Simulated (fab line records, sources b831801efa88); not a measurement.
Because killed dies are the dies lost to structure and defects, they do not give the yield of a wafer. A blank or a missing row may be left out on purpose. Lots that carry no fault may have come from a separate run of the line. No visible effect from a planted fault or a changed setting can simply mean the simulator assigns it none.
fab line records	flow sky130
record: lots: 12	wafers: 34	last_day: 51
route steps=708 shown PWDE@53 VT_ADJUST_HVTP@85 LDD_LDN@296 VIA4@656 METAL5@663
lots that met no fault: from a run of the same line without faults
start_h: the number of hours between the record's first day and the start of the first shown wafer of the lot	wait_h: hours elapsed since this lot's preceding step	" as in the row above	L1.1+2: a single row standing in for several wafers	- no value, or no start was given	* or withheld: withheld	< > ~ a bound
route shown NAME@n: NAME is a module with steps in the file, n the number in the route of the first one	usual: the fault-free wafers' mean and standard deviation	same: alike in all rows	chamber/n: place in a boat	sites: each site's reading	_std_site: how widely they spread, as a standard deviation	_edge_site: mean of outer sites minus mean of inner sites	radius_mm: how far each site lies from the wafer's centre	mask NAME#n: copy n	behind: the tool/chamber that last shaped the wafer	hold: cause of the lot's hold/its duration in hours/its outcome	device: whichever transistor did not switch (one of n, p or np)	end of line: tests of these same wafers at the route's end	a step without rows: its recipe alone	killed: count of dies lost to structure and defects at first sort (not the wafer's yield)	map: a wafer's dies, x killed, . not, _ none there
set.NAME: setting as actually run; set.NAME@STEP: the setting as run at that earlier step	model.NAME: the simulator's own value behind a step, which no gauge read
a sample of lots followed through the steps of the route, with each step as a table and each wafer as a row
services: when a tool's chamber went out of use (start_h, in hours from the record's first day, below 0 if earlier), for how many hours, and the reason
== steps ==
step: SKY_PWDE_IMPLANT_08
recipe: species: B	energy_kev: 150	dose_cm2: 3.6e+12	tilt_deg: withheld
lot.wafer	tool	chamber	start_h	wait_h
L239.2+3+4	implanter-04	0	73.85	0.0
L240.1+4+6	implanter-04	0	78.03	0.0
L241.1+3+5	implanter-04	0	86.50	0.0
L245.1+2+3	implanter-04	0	107.95	0.0
L247.2+6	implanter-04	0	116.48	0.0
L249.2+5	implanter-04	0	127.70	0.0
L254.3+4+5	implanter-03	0	156.23	0.1
L255.2+3+4	implanter-03	0	162.59	0.3
L260.1+5+6	implanter-02	0	190.18	0.0
L259.3+4+5	implanter-04	0	190.88	0.1
L261.1+3+4	implanter-04	0	195.25	0.0
L262.3+4+6	implanter-04	0	199.55	0.1
step: SKY_PWDE_TW_MEAS_10
usual: PWDE_TW: 375.2/2.1
lot.wafer	tool	chamber	start_h	wait_h	PWDE_TW
L239.2	film_metro-02	-	74.09	0.1	378.1
L239.3	"	-	"	"	377.3
L239.4	"	-	"	"	375.3
L240.1	film_metro-02	-	78.28	0.1	377.8
L240.4	"	-	"	"	376.1
L240.6	"	-	"	"	376.8
L241.1	film_metro-02	-	86.75	0.1	378.0
L241.3	"	-	"	"	375.9
L241.5	"	-	"	"	376.9
L245.1	film_metro-01	-	108.20	0.1	370.7
L245.2	"	-	"	"	370.1
L245.3	"	-	"	"	372.3
L247.2	film_metro-02	-	116.71	0.1	371.3
L247.6	"	-	"	"	368.3
L249.2	film_metro-03	-	127.94	0.1	366.9
L249.5	"	-	"	"	376.2
L254.3	film_metro-03	-	156.45	0.1	374.6
L254.4	"	-	"	"	373.9
L254.5	"	-	"	"	374.6
L255.2	film_metro-03	-	162.82	0.1	374.9
L255.3	"	-	"	"	373.5
L255.4	"	-	"	"	373.6
L260.1	film_metro-02	-	190.43	0.1	374.7
L260.5	"	-	"	"	375.5
L260.6	"	-	"	"	375.3
L259.3	film_metro-03	-	191.10	0.1	375.9
L259.4	"	-	"	"	374.6
L259.5	"	-	"	"	376.8
L261.1	film_metro-01	-	195.50	0.1	373.0
L261.3	"	-	"	"	374.1
L261.4	"	-	"	"	371.0
L262.3	film_metro-02	-	199.77	0.1	375.2
L262.4	"	-	"	"	374.2
L262.6	"	-	"	"	375.1
step: SKY_NWELL_RS_MEAS_31
recipe: thk_meas_gauge: four-point-probe
usual: PWDE_RS: 5274/16
lot.wafer	tool	chamber	start_h	wait_h	hold	PWDE_RS[ohm/sq]
L239.2	film_metro-03	-	111.31	0.1	-	5285
L239.3	"	-	"	"	-	5290
L239.4	"	-	"	"	-	5295
L240.1	film_metro-03	-	115.46	0.1	-	5277
L240.4	"	-	"	"	-	5289
L240.6	"	-	"	"	-	5269
L241.1	film_metro-01	-	124.96	0.1	-	5265
L241.3	"	-	"	"	-	5269
L241.5	"	-	"	"	-	5262
L245.1	film_metro-01	-	147.85	0.1	-	5266
L245.2	"	-	"	"	-	5256
L245.3	"	-	"	"	-	5274
L247.2	film_metro-02	-	156.56	0.1	await_dispo/0.2h/release	5579
L247.6	"	-	"	"	await_dispo/0.2h/release	5589
L247.2	film_metro-02	-	156.84	0.3	-	5578
L247.6	"	-	"	"	-	5584
L249.2	film_metro-02	-	169.26	0.1	await_dispo/0.2h/release	5582
L249.5	"	-	"	"	await_dispo/0.2h/release	5264
L249.2	film_metro-02	-	169.54	0.3	-	5599
L249.5	"	-	"	"	-	5256
L254.3	film_metro-02	-	200.88	0.1	-	5249
L254.4	"	-	"	"	-	5267
L254.5	"	-	"	"	-	5271
L255.2	film_metro-02	-	207.13	0.1	-	5288
L255.3	"	-	"	"	-	5286
L255.4	"	-	"	"	-	5296
L260.1	film_metro-01	-	235.58	0.1	-	5276
L260.5	"	-	"	"	-	5260
L260.6	"	-	"	"	-	5280
L259.3	film_metro-03	-	236.57	0.1	-	5290
L259.4	"	-	"	"	-	5319
L259.5	"	-	"	"	-	5311
L261.1	film_metro-02	-	241.38	0.1	-	5270
L261.3	"	-	"	"	-	5270
L261.4	"	-	"	"	-	5286
L262.3	film_metro-03	-	245.62	0.1	-	5276
L262.4	"	-	"	"	-	5278
L262.6	"	-	"	"	-	5297
step: SKY_VT_ADJUST_HVTP_DEHYDRATE_00
recipe: temp_c: 200	time_s: 60
lot.wafer	tool	chamber	start_h	wait_h	hold
L239.2+3+4	litho_track-04	0	120.32	9.0	-
L240.1+4+6	litho_track-01	0	125.03	9.5	-
L241.1+3+5	litho_track-02	0	134.02	9.0	-
L245.1+2+3	litho_track-01	0	157.63	9.8	-
L247.2+6	litho_track-04	0	167.57	10.7	await_dispo/2.2h/release
L249.2+5	litho_track-04	0	179.42	9.9	await_dispo/1.7h/release
L254.3+4+5	litho_track-02	0	211.37	10.5	-
L255.2+3+4	litho_track-01	0	218.10	10.9	-
L260.1+5+6	litho_track-02	0	246.57	11.0	-
L259.3+4+5	litho_track-04	0	247.24	10.7	-
L261.1+3+4	litho_track-04	0	253.09	11.7	-
L262.3+4+6	litho_track-01	0	257.33	11.7	-
step: SKY_LDD_LDN_OVL_MEAS_07
usual: LDD_LDN_OVL: -0.4/1.4
lot.wafer	tool	chamber	start_h	wait_h	LDD_LDN_OVL[nm]
L239.2	overlay-01	-	541.95	0.1	-0.1
L239.3	"	-	"	"	0.1
L239.4	"	-	"	"	-0.7
L240.1	overlay-01	-	558.29	0.1	-2.5
L240.4	"	-	"	"	-2.2
L240.6	"	-	"	"	-0.8
L241.1	overlay-01	-	575.66	0.1	-1.7
L241.3	"	-	"	"	-1.1
L241.5	"	-	"	"	-1.5
L245.1	overlay-01	-	599.39	0.1	-0.4
L245.2	"	-	"	"	-1.0
L245.3	"	-	"	"	1.2
L247.2	overlay-02	-	607.84	0.1	2.8
L247.6	"	-	"	"	0.5
L249.2	overlay-01	-	627.49	0.1	-2.5
L249.5	"	-	"	"	-1.6
L254.3	overlay-01	-	668.10	0.1	0.1
L254.4	"	-	"	"	1.8
L254.5	"	-	"	"	1.4
L255.2	overlay-02	-	674.57	0.1	2.3
L255.3	"	-	"	"	2.7
L255.4	"	-	"	"	1.1
L259.3	overlay-01	-	711.71	0.1	-2.6
L259.4	"	-	"	"	-2.6
L259.5	"	-	"	"	-0.9
L260.1	overlay-02	-	712.79	0.1	-1.1
L260.5	"	-	"	"	0.6
L260.6	"	-	"	"	-1.4
L261.1	overlay-02	-	720.46	0.1	2.0
L261.3	"	-	"	"	-0.1
L261.4	"	-	"	"	1.4
L262.3	overlay-02	-	722.58	0.1	0.0
L262.4	"	-	"	"	1.8
L262.6	"	-	"	"	0.5
step: SKY_VIA4_SPUTTER_17
recipe: material: TiN	target_thk_nm: 20	chamber_pressure_pa: 5	power_w: 4000	time_s: 80
usual: chamber_pressure_pa: 4.999/0.011	throttle_valve_pct: 29.5/0.96
lot.wafer	tool	chamber	start_h	wait_h	chamber_pressure_pa	throttle_valve_pct
L239.2	pvd_sputter-03	-	1030.09	0.0	4.987	31.0
L239.3	"	-	"	"	5.015	28.1
L239.4	"	-	"	"	5.012	28.9
L240.1	pvd_sputter-04	-	1042.29	0.0	4.976	28.0
L240.4	"	-	"	"	5.015	30.1
L240.6	"	-	"	"	5.009	30.0
L241.1	pvd_sputter-03	-	1054.94	0.0	5.015	30.2
L241.3	"	-	"	"	5.000	29.1
L241.5	"	-	"	"	5.013	28.7
L245.1	pvd_sputter-04	-	1071.25	0.0	5.002	28.1
L245.2	"	-	"	"	5.004	28.6
L245.3	"	-	"	"	4.993	30.6
L247.2	pvd_sputter-03	-	1077.48	0.0	4.996	30.0
L247.6	"	-	"	"	5.001	28.9
L249.2	pvd_sputter-03	-	1091.93	0.0	4.995	29.6
L249.5	"	-	"	"	4.998	28.8
L254.3	pvd_sputter-03	-	1122.67	0.0	4.986	28.6
L254.4	"	-	"	"	5.012	28.1
L254.5	"	-	"	"	4.992	29.0
L255.2	pvd_sputter-04	-	1126.00	0.0	4.992	30.5
L255.3	"	-	"	"	5.010	28.0
L255.4	"	-	"	"	5.010	30.0
L259.3	pvd_sputter-02	-	1149.14	0.0	5.004	30.0
L259.4	"	-	"	"	4.997	29.6
L259.5	"	-	"	"	4.980	29.5
L260.1	pvd_sputter-04	-	1150.41	0.0	4.986	30.1
L260.5	"	-	"	"	4.992	29.9
L260.6	"	-	"	"	4.997	28.4
L261.1	pvd_sputter-04	-	1158.66	0.0	5.001	27.8
L261.3	"	-	"	"	4.992	30.0
L261.4	"	-	"	"	4.996	28.5
L262.3	pvd_sputter-02	-	1158.95	0.0	5.003	30.6
L262.4	"	-	"	"	4.983	29.1
L262.6	"	-	"	"	4.991	29.6
step: SKY_METAL5_SPUTTER_02
recipe: material: AlCu	target_thk_nm: 1150	power_w: 10600	time_s: 61.2	chamber_pressure_pa: 0.4
usual: chamber_pressure_pa: 0.4001/0.00087	throttle_valve_pct: 30.3/1.1
lot.wafer	tool	chamber	start_h	wait_h	chamber_pressure_pa	throttle_valve_pct
L239.2	pvd_sputter-01	-	1030.84	0.0	0.3997	31.0
L239.3	"	-	"	"	0.4000	31.3
L239.4	"	-	"	"	0.4000	31.3
L240.1	pvd_sputter-02	-	1043.04	0.0	0.4009	28.8
L240.4	"	-	"	"	0.4004	30.5
L240.6	"	-	"	"	0.4001	28.9
L241.1	pvd_sputter-03	-	1055.68	0.0	0.4009	30.9
L241.3	"	-	"	"	0.3997	28.1
L241.5	"	-	"	"	0.4016	29.2
L245.1	pvd_sputter-03	-	1071.99	0.0	0.4004	28.8
L245.2	"	-	"	"	0.4006	30.0
L245.3	"	-	"	"	0.4002	31.0
L247.2	pvd_sputter-01	-	1087.00	0.0	0.4012	31.3
L247.6	"	-	"	"	0.3999	31.5
L249.2	pvd_sputter-03	-	1092.83	0.0	0.3994	30.8
L249.5	"	-	"	"	0.4001	30.2
L254.3	pvd_sputter-01	-	1123.41	0.0	0.3989	31.3
L254.4	"	-	"	"	0.4021	31.1
L254.5	"	-	"	"	0.4017	31.3
L255.2	pvd_sputter-02	-	1126.74	0.0	0.3988	30.8
L255.3	"	-	"	"	0.3995	29.5
L255.4	"	-	"	"	0.3978	29.3
L259.3	pvd_sputter-03	-	1149.88	0.0	0.3998	28.3
L259.4	"	-	"	"	0.4010	29.9
L259.5	"	-	"	"	0.4005	30.0
L260.1	pvd_sputter-01	-	1151.15	0.0	0.4007	31.2
L260.5	"	-	"	"	0.4002	31.1
L260.6	"	-	"	"	0.4002	31.4
L261.1	pvd_sputter-03	-	1159.40	0.0	0.3998	28.7
L261.3	"	-	"	"	0.4011	30.9
L261.4	"	-	"	"	0.4006	30.1
L262.3	pvd_sputter-02	-	1159.70	0.0	0.4018	29.3
L262.4	"	-	"	"	0.3993	30.8
L262.6	"	-	"	"	0.4014	29.0
== services ==
tool	chamber	start_h	hours	kind
pvd_sputter-03	-	88.72	4.3	repair
pvd_sputter-02	-	160.57	11.0	repair
implanter-04	-	161.18	2.4	pm
implanter-04	-	210.68	19.3	pm
implanter-04	-	238.25	2.0	repair
implanter-04	-	250.15	6.0	repair
implanter-04	-	258.50	4.4	pm
implanter-04	-	273.89	5.2	repair
pvd_sputter-03	-	372.88	0.7	repair
implanter-04	-	404.03	2.8	repair
implanter-04	-	547.16	4.1	repair
implanter-04	-	649.92	3.7	pm
pvd_sputter-03	-	826.09	6.4	repair
implanter-04	-	868.06	3.1	repair
implanter-04	-	962.75	1.0	repair
implanter-04	-	963.74	11.4	pm
implanter-04	-	984.85	3.5	repair
pvd_sputter-03	-	987.38	2.8	repair
pvd_sputter-03	-	1072.49	4.3	repair
implanter-04	-	1092.38	3.2	repair
implanter-04	-	1102.34	1.8	repair
pvd_sputter-03	-	1117.44	4.0	repair
implanter-04	-	1138.92	4.4	pm
pvd_sputter-03	-	1150.51	2.6	repair
== key ==
first_sign: step: SKY_PWDE_TW_MEAS_10	reading: PWDE_TW	direction: down	sigmas: 3	usual: 375.2	struck: 368.8
effect: step: SKY_NWELL_RS_MEAS_31	reading: PWDE_RS	direction: up	sigmas: 19	usual: 5274	struck: 5583
met_at SKY_PWDE_IMPLANT_08
struck_lots L247,L249
struck_wafers L247.2,L247.6,L249.2
tester_left_out L247,L249
not_acting_at SKY_LDD_LDN_OVL_MEAS_07,SKY_VIA4_SPUTTER_17,SKY_METAL5_SPUTTER_02
onset_between 107.95 116.48
fault: kind: process_parameter_drift	tool: implanter-04	chamber: -	onset_h: 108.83	steps: SKY_PWDE_IMPLANT_08	channel: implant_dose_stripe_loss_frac	offset: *	shape: step	end_h: 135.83	scope: struck_wafers_only
tester_left_out: of these lots the tester's yield and bins aren't shown, on N5 and GAA mostly nor the transistor test; their killed dies are dies lost to structure and defects alone, not to doping, threshold or leakage, so they don't give the yield
